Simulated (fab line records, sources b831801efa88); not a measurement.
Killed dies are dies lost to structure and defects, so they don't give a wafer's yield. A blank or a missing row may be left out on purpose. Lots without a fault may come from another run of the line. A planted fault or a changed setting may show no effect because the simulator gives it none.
A struck lot beside a sound one | flow sky130 | 15 steps out of a route of 708
Sound: wafers L709.1, L709.4, L709.6. Struck: wafer L714.2. (L714.5, L714.6 of the same lot were not struck and are left out.) The cause comes at the end.
At each step with rows: each side's tool, then ch and its chambers, then its first start. Under that, the readings that differ: sound wafers | struck wafers | difference of the means | sigmas: that difference in standard deviations of wafers without a fault.
alike: readings whose means differ by less than 2 such deviations, and words and numbers that are the same on both sides. not compared: withheld readings, readings that some wafer has no value for, bounds like >300 that may hide the same value, and numbers for which the record gives no deviation and whose values overlap.
The two part at a step that has a row with sigmas, a row that says differs or no value, or rows on one side only. Numbers that don't overlap but have no deviation are shown without sigmas and don't part them. A reading that every wafer of one side lacks parts them only if that side has two wafers or more.

first, 3 steps without rows for these wafers: SKY_PASSIVATION_EXPOSE_08 (exposes mask NSM, target cd 3000 nm); SKY_PASSIVATION_PEB_09; SKY_PASSIVATION_DEVELOP_10 (develop time 60 s).
SKY_PASSIVATION_ETCH_11: etches the open film in CF4/O2, stops on AlCu, target depth 725 nm, time 161.1 s.
  sound on rie_diel-04 ch 0,2, day 46 03:51; struck on rie_diel-04 ch 0, day 46 22:50
  reading               | sound             | struck | difference | sigmas
  bias_w (W)            | 150.9 151.2 150.7 | 149.3  | -1.6       | -4
  oes_product_au (a.u.) | 0.980 0.984 0.974 | 0.957  | -0.022     | -3
  alike: drypump_motor_current_A, throttle_valve_pct
  not compared: rf_hours_counter_h
SKY_PASSIVATION_STRIP_12: strips in O2/N2.
  sound on plasma_asher-03 ch 0, day 46 03:58; struck on plasma_asher-02 ch 1, day 46 22:56
  alike: drypump_motor_current_A, oes_product_au, strip_time_to_endpoint_s
  not compared: rf_hours_counter_h
then, 7 steps without rows for these wafers: SKY_PAD_OPEN_DEHYDRATE_00 (time 60 s); SKY_PAD_OPEN_HMDS_01 (prime time 60 s); SKY_PAD_OPEN_COAT_02 (resist thk 3000 nm); SKY_PAD_OPEN_SOFTBAKE_03; SKY_PAD_OPEN_EXPOSE_04 (exposes mask PDM, target cd 60000 nm); SKY_PAD_OPEN_PEB_05; SKY_PAD_OPEN_DEVELOP_06 (develop time 60 s).
SKY_PAD_OPEN_ETCH_07: etches the open film in CF4/O2, stops on AlCu, target depth 725 nm, time 161.1 s.
  sound on rie_diel-03 ch 0,2, day 46 20:00; struck on rie_diel-04 ch 1, day 47 18:06
  reading                              | sound             | struck | difference | sigmas
  bias_w (W)                           | 149.3 149.3 149.1 | 150.3  | +1.1       | +3
  oes_product_au (a.u.)                | 0.972 0.981 0.975 | 0.913  | -0.063     | -8
  model.PAD_OPEN.feature_depth_nm (nm) | 697.8 711.4 700.8 | 623.8  | -79.5      |
  model.etch.depth_nm (nm)             | 697.8 711.4 700.8 | 623.8  | -79.5      |
  alike: drypump_motor_current_A, throttle_valve_pct
  not compared: rf_hours_counter_h
SKY_PAD_OPEN_STRIP_08: strips in O2/N2.
  sound on plasma_asher-03 ch 0,1, day 46 20:07; struck on plasma_asher-02 ch 0, day 47 18:13
  alike: drypump_motor_current_A, oes_product_au, strip_time_to_endpoint_s
  not compared: rf_hours_counter_h
SKY_PAD_OPEN_PROBE_99:
  sound on prober-01, day 46 22:20; struck on prober-02, day 47 20:31
  reading                               | sound             | struck                   | difference                   | sigmas
  hold                                  | - - -             | await_dispo/3.1h/release | no value on the sound wafers |
  defect_limited_yield (%)              | 84.8 83.3 79.3    | 5.1                      | -77.4                        | -43
  killed_at_other                       | 0 1 1             | 367                      | +366                         | +99 or more
  killed_dies                           | 75 82 102         | 467                      | +381                         | +42
  killed_on_rim                         | 13 11 16          | 96                       | +83                          | +22
  sort_bin_5_function (%)               | 9.3 7.9 10.0      | 87.4                     | +78.3                        | +49
  sort_n_pass                           | 417 410 390       | 25                       | -381                         | -42
  sort_yield_pct (%)                    | 84.8 83.3 79.3    | 5.1                      | -77.4                        | -43
  model.etest.tester.sort_n_pass        | 417 410 390       | 25                       | -381                         |
  model.etest.tester.sort_bin_5_pct (%) | 9.35 7.927 9.959  | 87.4                     | +78.3                        |
  model.etest.tester.sort_yield_pct (%) | 84.76 83.33 79.27 | 5.081                    | -77.372                      |
  alike: killed_at_M0_to_M3, killed_at_M4_up, killed_at_contacts, killed_at_front_end, killed_open, killed_short, sort_bin_3_pad_short, sort_bin_6_memory

WHERE THEY PART
First at SKY_PASSIVATION_ETCH_11; last, within this record, at SKY_PAD_OPEN_PROBE_99.

WHY: what the simulator had put in
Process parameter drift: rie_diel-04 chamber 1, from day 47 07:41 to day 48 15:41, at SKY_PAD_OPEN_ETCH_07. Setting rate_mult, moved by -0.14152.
